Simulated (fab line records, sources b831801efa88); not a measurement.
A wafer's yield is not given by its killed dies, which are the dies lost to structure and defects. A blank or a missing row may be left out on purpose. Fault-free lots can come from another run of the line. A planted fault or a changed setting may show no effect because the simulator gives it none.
What tool caused it? || flow sky130 || 6 lots, 18 wafers sampled, at 1 step of a route of 708

## WHAT THE GAUGES SHOWED, per wafer
SKY_NWELL_RS_MEAS_31: uses a four-point probe to measure.
{"lot": "L866", "measured": "day 5 19:52", "on": "film-metro-04", "PWDE_RS (ohm/sq)": "5255 5273 5279"}
{"lot": "L868", "measured": "day 6 10:16", "on": "film-metro-01", "PWDE_RS (ohm/sq)": "5287 5293 5297"}
{"lot": "L870", "measured": "day 6 22:01", "on": "film-metro-03", "PWDE_RS (ohm/sq)": "5262 5266 5260"}
{"lot": "L874", "measured": "day 7 19:47", "on": "film-metro-01", "PWDE_RS (ohm/sq)": "5284 5275 5287"}
{"lot": "L878", "measured": "day 8 23:19", "on": "film-metro-01", "PWDE_RS (ohm/sq)": "5253 5250 5257"}
{"lot": "L881", "measured": "day 9 12:40", "on": "film-metro-04", "PWDE_RS (ohm/sq)": "5257 5262 5262"}

## EACH LOT AND THE TOOL THAT RAN IT (in order: tool; ch and the chambers of the sampled wafers; start)
Record: no process step prior to these readings.

## THE ANSWER, worked out from the rows above alone
Rule: the usual values come from the lots themselves. The widest of any qualifying gaps counts: lots, ordered by their means at a reading, are off when they make up no more than a third of the lots, leave a main group of 4 or more, and stand apart from it by 3 or more times the standard deviation of that group's means. Not used: any main group whose means are identical at the precision the tables above print for the reading. A lot without any number at a reading at which 4 lots or more have one is off too. All remaining lots with rows at the step are treated as sound.
No lot is off on any of the readings shown, so nothing can be concluded from this.

## WHAT THE SIMULATOR PUT IN
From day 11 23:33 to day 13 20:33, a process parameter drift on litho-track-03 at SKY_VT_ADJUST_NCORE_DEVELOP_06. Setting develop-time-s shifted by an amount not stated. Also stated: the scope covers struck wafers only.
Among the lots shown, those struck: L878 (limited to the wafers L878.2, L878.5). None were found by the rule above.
